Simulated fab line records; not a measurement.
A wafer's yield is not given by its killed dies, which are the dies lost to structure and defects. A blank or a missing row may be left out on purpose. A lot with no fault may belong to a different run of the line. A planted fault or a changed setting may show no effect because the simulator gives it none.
Problem report, 8D (eight disciplines) form, completed by code :: flow gf180mcu :: the parts of the form that need people (team, actions taken, sign-off) are left out

## 1. PROBLEM STATEMENT
tilt deg at GF_HV_LDD_IMPLANT_36 reads a mean of 28.507 degrees on 6 wafers of 2 lots; wafers without a fault read 30.003 degrees with a standard deviation of 0.021. That is -71 standard deviations from the usual mean.
First seen on wafer L242.2, day 13 18:07, on implanter-01. At this step, 39 wafers from 13 lots have a number in the record. Rule for "out" (also "out of limits"): further than 4 standard deviations from the usual mean. All remaining wafers that have a number are taken as sound.

## 2. WHAT THIS IS AND IS NOT
question: which readings at this step
is: tilt deg
is not: beam on s, faraday current uA

question: which lots
is: L242, L243
is not: L236, L237, L239, L250, L251, L252, L253, L254, L255, L256, L257

question: which wafers of those lots
is: all that have a number
is not: -

question: read on which tools
is: implanter-01
is not: implanter-02, implanter-03

question: when
is: from day 13 18:07
is not: up to then (9 sound wafers); but 24 sound wafers of L250, L251, L252, L253, L254, L255, L256, L257 came after

## 3. THE SUSPECTS, EACH WITH WHAT RULES IT OUT
Counting: a tool stays on the suspect list if, at a process step up to the reading, it processed all lots that are out and no sound lot following the first of them.
- plasma asher-01 at GF_DNWELL_STRIP_08 (strips in O2/N2): ruled out as a lasting fault. The sound lots L251, L252, L253, L254, L256 went through it after L242, its earliest lot that is out (day 4 07:35).
- implanter-01 at GF_HV_LDD_IMPLANT_36: ruled out as a lasting fault. The sound lots L251 went through it after L242, its earliest lot that is out (day 13 18:07).
Left after counting: nothing in the record.

## 4. THE CAUSE (what the simulator had put in)
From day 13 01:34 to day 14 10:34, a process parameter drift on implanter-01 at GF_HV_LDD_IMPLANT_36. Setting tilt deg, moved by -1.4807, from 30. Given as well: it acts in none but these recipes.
Counting ruled it out, wrongly.

## 5. THE EFFECT CHAIN, in route order
Rows list readings where the struck wafers' mean (over those with a number) sits beyond 3 standard deviations from the usual. Only readings for which the record gives a usual standard deviation are gone through. hours: the time from each lot's start at the first step in this table that gives one to its start at this step, as a median over the lots. sigmas: the change in usual standard deviations.
hours: 0
step: GF_HV_LDD_IMPLANT_36
reading: tilt deg
usual: 30.003 degrees
on struck wafers: 28.507
change: -1.496
sigmas: -71
The process steps in it:
- GF_HV_LDD_IMPLANT_36
Readings that are blank on the struck wafers while sound wafers have them: HV_LDD_RS at GF_HV_LDD_RS_MEAS_53.
Later measuring or inspecting steps at which every struck wafer that the step has a row for has a number for every such reading, and none has moved that far: GF_SAB_OVL_MEAS_10, GF_M1_CD_MEAS_14.

## 6. WHAT WOULD HAVE CAUGHT IT SOONER
In this record the first reading out of limits was taken at day 13 18:07, 17 hours after the fault began at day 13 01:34.
